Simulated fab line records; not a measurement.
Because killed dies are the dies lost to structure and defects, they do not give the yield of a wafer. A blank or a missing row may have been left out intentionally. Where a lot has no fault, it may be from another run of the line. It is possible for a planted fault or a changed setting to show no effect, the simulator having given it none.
fab line records    flow sky130
[record] lots = 6  wafers = 18  last_day = 50
route steps=708 shown VIA1@467 METAL2@483 PAD_OPEN@708
lots that met no fault: from a run of the same line without faults
start_h: the number of hours between the record's first day and the start of the first shown wafer of the lot    wait_h: time in hours since the lot's previous step    " repeats the value in the row above    L1.1+2: several wafers, shown together as one row    - either no value or no given start    * or withheld: withheld    < > ~ a bound
route shown NAME@n: NAME is a module with steps in the file, n the number in the route of the first one    usual: average and standard deviation across the fault-free wafers    same: alike in all rows    chamber/n: place in a boat    sites: readings site by site    _std_site: the values' standard deviation    _edge_site: inner sites' mean taken away from outer sites' mean    radius_mm: for every site, how far away it sits from the centre of the wafer    mask NAME#n: copy n    behind: the last tool/chamber to shape the wafer    hold: cause of the lot's hold/its duration in hours/its outcome    device: the transistor (n, p or np) that didn't switch    end of line: the route-end tests of the same wafers    a step given without rows: its recipe and nothing more    killed: dies that structure and defects cost at the first sort, which is not the same as the wafer's yield    map: per-die view of a wafer (x killed, . not killed, _ where there is no die)
set.NAME: the setting that was run; set.NAME@STEP: the one run at that earlier step    model.NAME: the simulator's own value behind a step, which no gauge read
lots seen at some steps along the route; tables by step, rows by wafer
services: when a tool's chamber went out of use (start_h, in hours from the record's first day, below 0 if earlier), for how many hours, and the reason
[[steps]]
[step SKY_VIA1_EXPOSE_09]
[recipe] mask_id = VIM  na = 0.8  source_shape = annular  sigma_inner = 0.55  sigma_outer = 0.85  target_cd_nm = 150  dose_mj = 38
[step SKY_VIA1_PEB_10]
[recipe] peb_temp_c = withheld  peb_time_s = withheld  resist = KrF-thick
[step SKY_VIA1_DEVELOP_11]
[recipe] develop_time_s = 60  resist = KrF-thick  dev_temp_c = 21
[step SKY_VIA1_CD_MEAS_12]
[recipe] target_cd_nm = 150
[usual] cd_nm = 150.0/1.8
lot.wafer  tool       chamber  start_h  wait_h  cd_nm
L396.1     cd_sem-01  -        789.64   -       152.8
L396.3     "          -        "        "       150.8
L396.5     "          -        "        "       150.9
L397.3     cd_sem-02  -        799.41   -       152.1
L397.4     "          -        "        "       151.9
L397.6     "          -        "        "       151.0
L409.2     cd_sem-01  -        899.13   -       148.1
L409.5     "          -        "        "       149.9
L409.6     "          -        "        "       149.4
L408.1     cd_sem-02  -        901.62   -       149.8
L408.3     "          -        "        "       148.7
L408.4     "          -        "        "       150.2
L414.1     cd_sem-02  -        925.86   -       151.6
L414.4     "          -        "        "       151.5
L414.6     "          -        "        "       152.1
L419.2     cd_sem-02  -        976.04   -       151.0
L419.5     "          -        "        "       151.1
L419.6     "          -        "        "       151.5
[step SKY_VIA1_OVL_MEAS_13]
[usual] VIA1_OVL = -3/5.7
lot.wafer  tool        chamber  start_h  wait_h  VIA1_OVL[nm]
L396.1     overlay-01  -        789.76   0.1     0
L396.3     "           -        "        "       3
L396.5     "           -        "        "       -4
L397.3     overlay-01  -        799.50   0.1     -4
L397.4     "           -        "        "       2
L397.6     "           -        "        "       1
L409.2     overlay-02  -        899.24   0.1     3
L409.5     "           -        "        "       -3
L409.6     "           -        "        "       4
L408.1     overlay-01  -        901.74   0.1     -11
L408.3     "           -        "        "       -11
L408.4     "           -        "        "       2
L414.1     overlay-01  -        925.98   0.1     -16
L414.4     "           -        "        "       -3
L414.6     "           -        "        "       -4
L419.2     overlay-01  -        976.15   0.1     2
L419.5     "           -        "        "       -8
L419.6     "           -        "        "       -4
[step SKY_VIA1_ETCH_14]
[recipe] chemistry = N2/H2  target = BARC  ion_energy_ev = 200  source_w = 500  bias_w = 100  pressure_mtorr = 30  n2_flow_sccm = 100  h2_flow_sccm = 200  stop_on = SiO2  time_s = 45.9  target_depth_a = 600
[usual] drypump_motor_current_A = 5.8/0.35  n2_flow_sccm = 100.01/0.29  oes_product_au = 0.855/0.0052  rf_fwd_power_W = 495.2/2.1  throttle_valve_pct = 13.224/0.0091
lot.wafer  tool         chamber  start_h  wait_h  drypump_motor_current_A  n2_flow_sccm  oes_product_au  rf_fwd_power_W  rf_hours_counter_h  throttle_valve_pct
L396.1     rie_diel-01  0        789.79   0.0     6.1                      99.55         0.852           489.6           23                  13.223
L396.3     "            2        "        "       5.7                      100.12        0.857           497.6           18                  13.233
L396.5     "            2        "        "       5.7                      100.01        0.852           495.1           -                   13.220
L397.3     rie_diel-02  0        799.52   0.0     6.3                      100.39        0.860           497.3           10                  13.219
L397.4     "            2        "        "       6.0                      100.37        0.843           491.0           9                   13.230
L397.6     "            3        "        "       5.9                      99.96         0.865           494.6           -                   13.225
L409.2     rie_diel-01  0        899.27   0.0     6.1                      100.03        0.852           491.5           27                  13.207
L409.5     "            1        "        "       5.4                      100.05        0.851           493.4           -                   13.226
L409.6     "            0        "        "       6.2                      100.17        0.858           492.9           -                   13.226
L408.1     rie_diel-01  0        901.78   0.0     6.1                      100.12        0.846           492.4           27                  13.225
L408.3     "            2        "        "       5.7                      100.49        0.840           496.4           22                  13.233
L408.4     "            3        "        "       6.0                      100.24        0.853           496.3           8                   13.223
L414.1     rie_diel-01  1        926.02   0.0     5.4                      100.20        0.857           493.0           10                  13.220
L414.4     "            2        "        "       5.7                      99.44         0.854           496.8           22                  13.213
L414.6     "            1        "        "       5.5                      100.12        0.856           494.7           -                   13.232
L419.2     rie_diel-01  0        976.18   0.0     6.2                      99.86         0.860           491.1           29                  13.224
L419.5     "            3        "        "       6.0                      99.90         0.856           495.7           -                   13.239
L419.6     "            2        "        "       5.7                      99.86         0.862           495.1           -                   13.220
[step SKY_VIA1_ETCH_15]
[recipe] target = SiO2  chemistry = C4F8/O2/Ar  target_depth_nm = 351  stop_on = TiN  mask_material = KrF-thick  source_w = 1500  bias_w = 1200  pressure_mtorr = 40  c4f8_flow_sccm = withheld  O2_flow_sccm = 6  Ar_flow_sccm = 300  time_s = 54
[usual] oes_product_au = 0.981/0.0065  rf_fwd_power_W = 1487/6.1
lot.wafer  tool         chamber  start_h  wait_h  oes_product_au  rf_fwd_power_W  rf_hours_counter_h
L396.1     rie_diel-01  0        789.83   0.0     0.991           1471            23
L396.3     "            2        "        "       0.989           1485            18
L396.5     "            2        "        "       0.979           1491            -
L397.3     rie_diel-02  0        799.57   0.0     0.980           1502            10
L397.4     "            2        "        "       0.976           1481            9
L397.6     "            3        "        "       0.970           1490            -
L409.2     rie_diel-01  0        899.31   0.0     0.981           1472            27
L409.5     "            1        "        "       0.964           1478            -
L409.6     "            0        "        "       0.970           1476            -
L408.1     rie_diel-01  0        901.82   0.0     0.982           1476            27
L408.3     "            2        "        "       0.985           1483            22
L408.4     "            3        "        "       0.981           1488            8
L414.1     rie_diel-01  1        926.06   0.0     0.974           1478            10
L414.4     "            2        "        "       0.993           1489            22
L414.6     "            1        "        "       0.984           1475            -
L419.2     rie_diel-01  0        976.22   0.0     0.980           1480            29
L419.5     "            3        "        "       0.967           1485            -
L419.6     "            2        "        "       0.981           1488            -
[step SKY_VIA1_STRIP_16]
[recipe] chemistry = O2/N2  power_w = 1400  pressure_mtorr = 1500  platen_temp_c = withheld  o2_flow_sccm = 3000  n2_flow_sccm = 300  overash_fraction = 0.5
[usual] drypump_motor_current_A = 5.9/0.38  n2_flow_sccm = 300.0/0.92  oes_product_au = 0.415/0.005  strip_time_to_endpoint_s = 4.463/0.02
lot.wafer  tool             chamber  start_h  wait_h  drypump_motor_current_A  n2_flow_sccm  oes_product_au  rf_hours_counter_h  strip_time_to_endpoint_s
L396.1     plasma_asher-04  1        789.88   0.0     6.2                      299.3         0.415           27                  4.456
L396.3     "                0        "        "       6.0                      300.7         0.411           -                   4.440
L396.5     "                0        "        "       6.0                      300.3         0.406           -                   4.432
L397.3     plasma_asher-04  1        799.65   0.1     6.1                      301.6         0.416           -                   4.441
L397.4     "                0        "        "       6.1                      300.5         0.425           -                   4.462
L397.6     "                1        "        "       6.1                      300.1         0.410           -                   4.447
L409.2     plasma_asher-01  1        899.36   0.0     5.1                      299.8         0.418           82                  4.496
L409.5     "                1        "        "       5.1                      298.9         0.417           -                   4.478
L409.6     "                0        "        "       6.1                      299.5         0.423           -                   4.478
L408.1     plasma_asher-01  0        901.86   0.0     6.1                      299.1         0.418           82                  4.475
L408.3     "                0        "        "       6.2                      300.9         0.407           -                   4.460
L408.4     "                1        "        "       5.1                      300.6         0.412           -                   4.480
L414.1     plasma_asher-03  0        926.11   0.0     5.4                      300.1         0.424           18                  4.492
L414.4     "                0        "        "       5.4                      301.1         0.416           -                   4.455
L414.6     "                0        "        "       5.4                      301.7         0.410           -                   4.498
L419.2     plasma_asher-03  1        976.26   0.0     6.1                      300.9         0.425           21                  4.480
L419.5     "                1        "        "       6.1                      301.0         0.418           -                   4.521
L419.6     "                0        "        "       5.4                      299.9         0.419           -                   4.488
[step SKY_VIA1_STRIP_17]
[recipe] chemistry = post_etch_residue_remover  time_s = 1200  temp_c = 72.5
[step SKY_VIA1_CLEAN_18]
[recipe] chemistry = IPA  time_s = 180  temp_c = 25
[step SKY_VIA1_CLEAN_19]
[recipe] chemistry = O3/DIW  dry = n2_spin
[step SKY_VIA1_SPUTTER_20]
[recipe] material = TiN  target_thk_nm = 20  chamber_pressure_pa = 5  power_w = 4000  time_s = 80
[usual] throttle_valve_pct = 29.8/0.87
lot.wafer  tool            chamber  start_h  wait_h  throttle_valve_pct
L396.1     pvd_sputter-02  -        790.47   0.0     28.7
L396.3     "               -        "        "       30.1
L396.5     "               -        "        "       28.8
L397.3     pvd_sputter-04  -        800.21   0.0     30.0
L397.4     "               -        "        "       30.6
L397.6     "               -        "        "       30.1
L409.2     pvd_sputter-02  -        899.99   0.0     30.3
L409.5     "               -        "        "       28.2
L409.6     "               -        "        "       28.7
L408.1     pvd_sputter-04  -        902.50   0.0     30.3
L408.3     "               -        "        "       30.3
L408.4     "               -        "        "       30.3
L414.1     pvd_sputter-04  -        926.70   0.0     28.8
L414.4     "               -        "        "       29.9
L414.6     "               -        "        "       28.7
L419.2     pvd_sputter-04  -        976.93   0.0     30.1
L419.5     "               -        "        "       30.2
L419.6     "               -        "        "       30.4
[step SKY_VIA1_CVD_21]
[recipe] material = W  target_thk_nm = 270  time_s = 80.902  temp_c = 400  pressure_torr = 40
[usual] heater_power_w = 953/57
lot.wafer  tool      chamber  start_h  wait_h  heater_power_w  model.W_of_VIA1_CVD_21.thk_nm
L396.1     cvd_w-02  1        790.53   0.0     1031            271
L396.3     "         0        "        "       983             269.7
L396.5     "         1        "        "       1004            271.4
L397.3     cvd_w-02  0        800.30   0.1     999             269.4
L397.4     "         1        "        "       1017            270.2
L397.6     "         1        "        "       991             270.2
L409.2     cvd_w-02  0        900.05   0.0     992             347.4
L409.5     "         1        "        "       1058            269.4
L409.6     "         0        "        "       990             349.4
L408.1     cvd_w-02  1        902.56   0.0     1026            274.9
L408.3     "         1        "        "       1013            271.1
L408.4     "         0        "        "       996             356.8
L414.1     cvd_w-01  1        926.76   0.0     963             271.6
L414.4     "         1        "        "       932             271.9
L414.6     "         1        "        "       945             271.1
L419.2     cvd_w-02  1        976.99   0.0     978             271.3
L419.5     "         0        "        "       994             270.6
L419.6     "         1        "        "       926             271.6
[step SKY_VIA1_RS_MEAS_22]
[recipe] thk_meas_gauge = four-point-probe  reads = W_of_VIA1_CVD_21+TiN_of_VIA1_SPUTTER_20
[usual] VIA1_W_RS = 0.425/0.0049
lot.wafer  tool           chamber  start_h  wait_h  hold                      VIA1_W_RS[ohm/sq]
L396.1     film_metro-01  -        790.63   0.1     -                         0.426
L396.3     "              -        "        "       -                         0.427
L396.5     "              -        "        "       -                         0.424
L397.3     film_metro-01  -        800.40   0.1     -                         0.429
L397.4     "              -        "        "       -                         0.427
L397.6     "              -        "        "       -                         0.428
L409.2     film_metro-02  -        900.17   0.1     await_dispo/0.2h/release  0.329
L409.5     "              -        "        "       await_dispo/0.2h/release  0.427
L409.6     "              -        "        "       await_dispo/0.2h/release  0.328
L409.2     film_metro-02  -        900.45   0.3     -                         0.329
L409.5     "              -        "        "       -                         0.426
L409.6     "              -        "        "       -                         0.328
L408.1     film_metro-04  -        902.65   0.1     await_dispo/0.2h/release  0.418
L408.3     "              -        "        "       await_dispo/0.2h/release  0.424
L408.4     "              -        "        "       await_dispo/0.2h/release  0.321
L408.1     film_metro-04  -        902.94   0.3     -                         0.417
L408.3     "              -        "        "       -                         0.425
L408.4     "              -        "        "       -                         0.321
L414.1     film_metro-01  -        926.85   0.1     -                         0.425
L414.4     "              -        "        "       -                         0.425
L414.6     "              -        "        "       -                         0.426
L419.2     film_metro-01  -        977.11   0.1     -                         0.425
L419.5     "              -        "        "       -                         0.427
L419.6     "              -        "        "       -                         0.425
[step SKY_VIA1_THK_MEAS_23]
[recipe] thk_meas_gauge = xrf  reads = W_of_VIA1_CVD_21
[usual] VIA1_W_THK = 269/4.2
lot.wafer  tool           chamber  start_h  wait_h  hold                      VIA1_W_THK[nm]
L396.1     film_metro-01  -        790.75   0.1     -                         274
L396.3     "              -        "        "       -                         272
L396.5     "              -        "        "       -                         273
L397.3     film_metro-01  -        800.50   0.1     -                         267
L397.4     "              -        "        "       -                         269
L397.6     "              -        "        "       -                         269
L409.2     film_metro-02  -        902.24   1.8     await_dispo/0.2h/release  338
L409.5     "              -        "        "       await_dispo/0.2h/release  266
L409.6     "              -        "        "       await_dispo/0.2h/release  344
L409.2     film_metro-02  -        902.59   0.3     -                         340
L409.5     "              -        "        "       -                         264
L409.6     "              -        "        "       -                         343
L408.1     film_metro-04  -        906.16   3.2     await_dispo/0.2h/release  272
L408.3     "              -        "        "       await_dispo/0.2h/release  268
L408.4     "              -        "        "       await_dispo/0.2h/release  351
L408.1     film_metro-04  -        906.43   0.3     -                         272
L408.3     "              -        "        "       -                         267
L408.4     "              -        "        "       -                         351
L414.1     film_metro-01  -        926.97   0.1     -                         273
L414.4     "              -        "        "       -                         273
L414.6     "              -        "        "       -                         272
L419.2     film_metro-01  -        977.22   0.1     -                         272
L419.5     "              -        "        "       -                         271
L419.6     "              -        "        "       -                         272
[step SKY_VIA1_CMP_24]
[recipe] stop_on = SiO2  t_overpolish_s = 15  down_force_psi = 3.5  platen_rpm = 60  target_thk_nm = 0  pad_velocity_m_s = 0.94248
[usual] motor_current_A = 11.0/0.99  slurry_filter_dp_kPa = 13.50/0.13  slurry_flow_ml_min = 150.0/0.46  time_to_endpoint_s = 67/3.1
lot.wafer  tool    chamber  start_h  wait_h  hold                      motor_current_A  slurry_filter_dp_kPa  slurry_flow_ml_min  time_to_endpoint_s
L396.1     cmp-02  1        790.91   0.1     -                         9.8              13.61                 150.3               71
L396.3     "       2        "        "       -                         10.1             13.66                 150.3               68
L396.5     "       0        "        "       -                         12.9             13.60                 149.6               64
L397.3     cmp-01  1        800.54   0.0     -                         11.4             13.53                 149.7               64
L397.4     "       2        "        "       -                         10.8             13.54                 149.9               62
L397.6     "       1        "        "       -                         11.1             13.39                 150.6               63
L409.2     cmp-01  3        905.90   3.3     await_dispo/3.3h/release  10.3             13.66                 149.3               91
L409.6     "       3        "        "       await_dispo/3.3h/release  10.5             13.55                 150.8               88
L409.5     "       0        "        "       await_dispo/3.3h/release  10.6             13.33                 149.3               69
L408.3     cmp-01  3        909.70   3.2     await_dispo/3.2h/release  11.1             13.48                 150.4               63
L408.1     "       1        "        "       await_dispo/3.2h/release  11.7             13.36                 150.6               65
L408.4     "       2        "        "       await_dispo/3.2h/release  10.8             13.37                 150.2               83
L414.1     cmp-01  1        927.14   0.2     -                         11.5             13.26                 150.1               70
L414.4     "       2        "        "       -                         11.1             13.62                 149.0               69
L414.6     "       3        "        "       -                         10.7             13.99                 149.5               71
L419.2     cmp-02  2        977.42   0.2     -                         10.2             13.53                 149.6               66
L419.5     "       3        "        "       -                         11.7             13.51                 149.6               68
L419.6     "       0        "        "       -                         12.2             13.35                 150.3               61
[step SKY_METAL2_SPUTTER_00]
[recipe] material = Ti  target_thk_nm = 15  power_w = 3000  time_s = 10  chamber_pressure_pa = 0.4
[usual] throttle_valve_pct = 30.2/0.86
lot.wafer  tool            chamber  start_h  wait_h  throttle_valve_pct
L396.1     pvd_sputter-03  -        791.11   0.1     31.4
L396.3     "               -        "        "       29.4
L396.5     "               -        "        "       31.6
L397.3     pvd_sputter-03  -        800.84   0.2     29.9
L397.4     "               -        "        "       31.6
L397.6     "               -        "        "       30.1
L409.2     pvd_sputter-04  -        906.20   0.2     30.1
L409.5     "               -        "        "       30.1
L409.6     "               -        "        "       29.1
L408.1     pvd_sputter-03  -        910.00   0.1     31.4
L408.3     "               -        "        "       29.5
L408.4     "               -        "        "       29.8
L414.1     pvd_sputter-04  -        927.34   0.1     30.4
L414.4     "               -        "        "       30.1
L414.6     "               -        "        "       28.6
L419.2     pvd_sputter-03  -        977.57   0.1     30.1
L419.5     "               -        "        "       29.8
L419.6     "               -        "        "       30.4
[step SKY_PAD_OPEN_PROBE_99]
[usual] defect_limited_yield = 82.5/1.8  killed_at_M0_to_M3 = 43/6.5  killed_at_M4_up = 3/1.7  killed_at_contacts = 25/5.1  killed_at_front_end = 15/3.8  killed_at_other = 0.2/0.45  killed_dies = 86/8.8  killed_on_rim = 17/4  killed_open = 47/6.7  killed_short = 39/6  sort_bin_3_pad_short = 0.9/0.46  sort_bin_5_function = 10.2/1.4  sort_bin_6_memory = 6.4/1  sort_n_pass = 406/8.8  sort_yield_pct = 82.5/1.8
[same] gross_dies = 492  killed_at_back_side = 0  sort_bin_4_leakage[%] = 0  sort_bin_8_speed[%] = 0
lot.wafer  tool       chamber  start_h  wait_h  defect_limited_yield[%]  killed_at_M0_to_M3  killed_at_M4_up  killed_at_contacts  killed_at_front_end  killed_at_other  killed_dies  killed_on_rim  killed_open  killed_short  sort_bin_3_pad_short[%]  sort_bin_5_function[%]  sort_bin_6_memory[%]  sort_n_pass  sort_yield_pct[%]
L396.1     prober-02  -        1074.43  0.1     79.5                     48                  3                31                  19                   0                101          17             47           54            1.8                      12.2                    6.5                   391          79.5
L396.3     prober-02  -        1074.53  0.2     85.4                     31                  2                24                  15                   0                72           11             35           37            0.4                      8.3                     5.9                   420          85.4
L396.5     prober-02  -        1074.63  0.2     85.6                     32                  1                21                  17                   0                71           11             35           36            0.6                      8.5                     5.3                   421          85.6
L397.3     prober-01  -        1083.03  0.2     80.9                     52                  1                24                  16                   1                94           20             50           44            0.6                      11.6                    6.9                   398          80.9
L397.4     prober-01  -        1083.08  0.2     80.5                     48                  2                32                  14                   0                96           20             55           41            0.4                      11.8                    7.3                   396          80.5
L397.6     prober-01  -        1083.18  0.2     83.5                     37                  6                27                  11                   0                81           16             50           31            1.4                      8.7                     6.3                   411          83.5
L409.2     prober-02  -        1159.72  0.1     81.7                     42                  3                24                  21                   0                90           14             51           39            1.2                      11.8                    5.3                   402          81.7
L409.5     prober-02  -        1159.87  0.2     81.7                     41                  1                31                  17                   0                90           12             58           32            0.8                      11.2                    6.3                   402          81.7
L409.6     prober-02  -        1159.92  0.2     82.3                     41                  8                20                  18                   0                87           18             48           39            0.4                      11.4                    5.9                   405          82.3
L414.1     prober-01  -        1177.07  0.1     83.9                     37                  2                19                  20                   1                79           14             41           38            0.6                      10.4                    5.1                   413          83.9
L414.4     prober-01  -        1177.22  0.2     85.0                     42                  3                19                  10                   0                74           16             39           35            0.6                      8.3                     6.1                   418          85.0
L414.6     prober-01  -        1177.32  0.2     81.9                     44                  3                24                  17                   1                89           17             48           41            0.6                      10.0                    7.5                   403          81.9
L419.2     prober-01  -        1208.27  0.1     84.8                     30                  4                26                  15                   0                75           16             40           35            0.4                      9.6                     5.3                   417          84.8
L419.5     prober-01  -        1208.42  0.2     85.0                     37                  1                20                  15                   1                74           10             44           30            0.8                      9.3                     4.9                   418          85.0
L419.6     prober-01  -        1208.47  0.2     83.3                     43                  0                27                  12                   0                82           10             50           32            0.2                      10.2                    6.3                   410          83.3
// killed by level:class
L396.1 LI_CONTACT:geometric_particle:open=9 CONTACT:geometric_particle:open=8 VIA1:geometric_particle:open=8 VIA2:geometric_particle:open=8 VIA1:geometric_particle:short=7 METAL2:geometric_particle:short=7 METAL1:geometric_particle:short=6 CONTACT:geometric_particle:short=6
L396.3 CONTACT:geometric_particle:open=8 METAL1:geometric_particle:short=8 LI_CONTACT:geometric_particle:open=7 CONTACT:geometric_particle:short=5 VIA1:geometric_particle:open=5 FIELD_ISO:geometric_particle:short=4 POLY_GATE:geometric_particle:short=4 VIA1:geometric_particle:short=3
L396.5 VIA2:geometric_particle:open=10 POLY_GATE:geometric_particle:short=7 CONTACT:geometric_particle:open=7 FIELD_ISO:geometric_particle:short=6 LI_CONTACT:geometric_particle:open=6 METAL2:geometric_particle:short=5 VIA1:geometric_particle:open=5 LOCAL_INTERCONNECT:geometric_particle:short=4
L397.3 VIA1:geometric_particle:open=18 CONTACT:geometric_particle:open=7 CONTACT:geometric_particle:short=7 METAL1:geometric_particle:short=6 METAL2:geometric_particle:short=6 LI_CONTACT:geometric_particle:open=5 VIA1:geometric_particle:short=5 FIELD_ISO:geometric_particle:open=4
L397.4 CONTACT:geometric_particle:open=11 VIA1:geometric_particle:open=10 LI_CONTACT:geometric_particle:open=10 CONTACT:geometric_particle:short=8 VIA3:geometric_particle:open=8 VIA2:geometric_particle:open=6 METAL2:geometric_particle:short=6 POLY_GATE:geometric_particle:open=5
L397.6 VIA1:geometric_particle:open=12 LI_CONTACT:geometric_particle:open=11 CONTACT:geometric_particle:open=7 METAL2:geometric_particle:short=4 VIA2:geometric_particle:open=4 VIA3:geometric_particle:short=4 METAL4:geometric_particle:short=4 FIELD_ISO:geometric_particle:open=3
L409.2 VIA1:geometric_particle:open=14 FIELD_ISO:geometric_particle:short=7 LI_CONTACT:geometric_particle:open=7 CONTACT:geometric_particle:open=7 LOCAL_INTERCONNECT:geometric_particle:short=6 VIA2:geometric_particle:open=6 VIA3:geometric_particle:open=5 SPACER:geometric_particle:open=4
L409.5 CONTACT:geometric_particle:open=16 LI_CONTACT:geometric_particle:open=7 VIA3:geometric_particle:open=7 VIA2:geometric_particle:open=7 FIELD_ISO:geometric_particle:open=6 METAL2:geometric_particle:short=6 FIELD_ISO:geometric_particle:short=5 VIA1:geometric_particle:open=5
L409.6 FIELD_ISO:geometric_particle:open=8 LI_CONTACT:geometric_particle:open=8 METAL2:geometric_particle:short=8 VIA2:geometric_particle:open=8 FIELD_ISO:geometric_particle:short=5 CONTACT:geometric_particle:open=5 VIA3:geometric_particle:open=5 VIA1:geometric_particle:open=4
L414.1 CONTACT:geometric_particle:open=9 VIA3:geometric_particle:open=7 POLY_GATE:geometric_particle:open=7 VIA1:geometric_particle:open=5 METAL2:geometric_particle:short=4 VIA1:geometric_particle:short=4 VIA2:geometric_particle:short=4 VIA3:geometric_particle:short=4
L414.4 VIA1:geometric_particle:open=10 CONTACT:geometric_particle:open=10 VIA3:geometric_particle:open=7 VIA1:geometric_particle:short=6 METAL2:geometric_particle:short=6 POLY_GATE:geometric_particle:short=5 VIA2:geometric_particle:open=4 METAL3:geometric_particle:short=4
L414.6 VIA1:geometric_particle:open=10 VIA2:geometric_particle:open=10 LI_CONTACT:geometric_particle:open=9 CONTACT:geometric_particle:open=9 POLY_GATE:geometric_particle:short=7 METAL2:geometric_particle:short=7 CONTACT:geometric_particle:short=4 VIA1:geometric_particle:short=4
L419.2 CONTACT:geometric_particle:open=11 VIA3:geometric_particle:open=6 VIA1:geometric_particle:short=5 FIELD_ISO:geometric_particle:open=4 LOCAL_INTERCONNECT:geometric_particle:short=4 CONTACT:geometric_particle:short=4 VIA1:geometric_particle:open=4 VIA2:geometric_particle:open=4
L419.5 VIA1:geometric_particle:open=11 CONTACT:geometric_particle:open=9 POLY_GATE:geometric_particle:open=8 VIA3:geometric_particle:open=6 CONTACT:geometric_particle:short=5 METAL3:geometric_particle:short=5 METAL2:geometric_particle:short=4 FIELD_ISO:geometric_particle:short=3
L419.6 VIA1:geometric_particle:open=10 VIA3:geometric_particle:open=8 LI_CONTACT:geometric_particle:open=7 CONTACT:geometric_particle:open=6 VIA2:geometric_particle:open=6 FIELD_ISO:geometric_particle:short=5 FIELD_ISO:geometric_particle:open=5 LI_CONTACT:geometric_particle:short=5
[[services]]
tool             chamber  start_h  hours  kind
pvd_sputter-02   -        766.08   0.8    repair
plasma_asher-04  -        772.60   4.2    repair
rie_diel-01      1        774.52   15.0   repair
cmp-01           -        787.75   11.1   pm
plasma_asher-03  -        789.10   14.6   pm
plasma_asher-04  -        792.19   1.6    repair
pvd_sputter-04   -        792.95   4.2    repair
cmp-02           -        798.86   5.2    pm
plasma_asher-01  -        806.90   3.8    repair
rie_diel-02      1        809.36   8.5    repair
rie_diel-02      2        826.58   3.4    repair
plasma_asher-01  -        827.13   2.8    pm
rie_diel-02      -        835.49   14.6   pm
plasma_asher-03  -        845.49   1.2    repair
cmp-02           -        868.03   1.3    repair
cmp-01           -        869.91   0.9    repair
pvd_sputter-03   -        884.55   2.8    repair
plasma_asher-04  -        900.55   1.9    repair
cvd_w-02         -        904.00   14.0   pm
rie_diel-01      0        911.41   9.7    repair
cmp-02           -        912.00   4.0    pm
pvd_sputter-03   -        920.64   3.4    repair
pvd_sputter-03   -        933.30   1.5    repair
pvd_sputter-04   -        963.24   1.5    repair
[[key]]
[first_sign] step = SKY_VIA1_RS_MEAS_22  reading = visit  direction = added
[effect] step = SKY_VIA1_RS_MEAS_22  reading = VIA1_W_RS  direction = down  sigmas = 20  usual = 0.425  struck = 0.326
[effect] step = SKY_VIA1_THK_MEAS_23  reading = visit  direction = added
[effect] step = SKY_VIA1_THK_MEAS_23  reading = VIA1_W_THK  direction = up  sigmas = 18  usual = 269  struck = 344
[effect] step = SKY_VIA1_CMP_24  reading = time_to_endpoint_s  direction = up  sigmas = 6.5  usual = *  struck = *
[model_effect] step = SKY_VIA1_CVD_21  value = W_of_VIA1_CVD_21.thk_nm  without = 268.9  struck = 351.2
met_at SKY_VIA1_CVD_21
struck_wafers L408.4,L409.2,L409.6
onset_between 800.30 900.05
[fault] kind = process_parameter_drift  tool = cvd_w-02  chamber = 0  onset_h = 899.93  steps = SKY_VIA1_CVD_21  channel = target_thk_nm  offset = 82.315  shape = step  end_h = 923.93  acts_in = these_recipes_only  stated = 270
